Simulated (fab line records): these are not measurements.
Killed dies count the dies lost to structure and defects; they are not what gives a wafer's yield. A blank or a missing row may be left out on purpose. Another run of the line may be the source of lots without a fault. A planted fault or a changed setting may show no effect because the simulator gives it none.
A single fault, viewed from 2 desks	flow sky130	only its own numbers are on each desk; what lay behind them is given at the end

METROLOGY DESK
Lot by lot, what the gauges showed, no matter which tool ran the lot: averages of those sampled wafers that carry a number. The brackets show how far a lot's mean lies from the usual mean; more than 4 standard deviations puts the lot out of limits, marked OUT.
Columns: A = VIA1_W_THK at SKY_VIA1_THK_MEAS_23, usual 265 nm
lot	first seen here	A
L726	day 35 00:23	263
L727	day 35 13:45	263
L729	day 36 05:37	265
L730	day 36 06:18	265
L733	day 36 23:25	268
L732	day 37 00:34	266
L735	day 37 22:58	267
L740	day 39 09:58	264
L743	day 40 07:52	268
L745	day 40 21:10	266
L747	day 41 03:53	268
L748	day 41 11:02	259
Result from this desk: across the 12 lots, nothing is out of limits.

TOOL OWNER'S DESK, litho_track-03
At SKY_VIA2_SOFTBAKE_08 (time 90 s), the tool's own readings, given per lot that ran on this tool as the mean of the sampled wafers with a number. The brackets show how far a lot's mean lies from the usual mean; more than 4 standard deviations puts the lot out of limits, marked OUT.
Columns: A = heater_power_total_W at SKY_VIA2_SOFTBAKE_08, usual 57.37 W; B = run_length_s at SKY_VIA2_SOFTBAKE_08, usual 119.2 s
lot	first seen here	A	B
L729	day 37 23:00	57.34	118.8
L735	day 39 15:00	57.43	118.7
L740	day 41 01:00	65.69 (+76) OUT	94.7 (-72) OUT
L743	day 41 22:00	62.75 (+49) OUT	102.9 (-48) OUT
This desk's finding: out of limits on L740, L743; first on L740, day 41 01:00 (heater_power_total_W at SKY_VIA2_SOFTBAKE_08). L729, L735: within limits.

ALL TOGETHER
On L740, L743, at day 41 01:00, an alarm was possible from the tool owner's desk.
The metrology desk saw nothing out of limits.
The metrology desk has L740, L743 on record, within its limits.
Of the lots named, all ran SKY_VIA2_SOFTBAKE_08 on litho_track-03.

WHAT THE SIMULATOR HAD INSERTED
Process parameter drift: litho_track-03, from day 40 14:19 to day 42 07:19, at SKY_VIA2_SOFTBAKE_08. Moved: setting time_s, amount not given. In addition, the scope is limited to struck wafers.
Struck lots among those shown: L740, L743.
How many hours passed from the start of the fault until each desk's first out-of-limits reading: the tool owner's desk, 11.
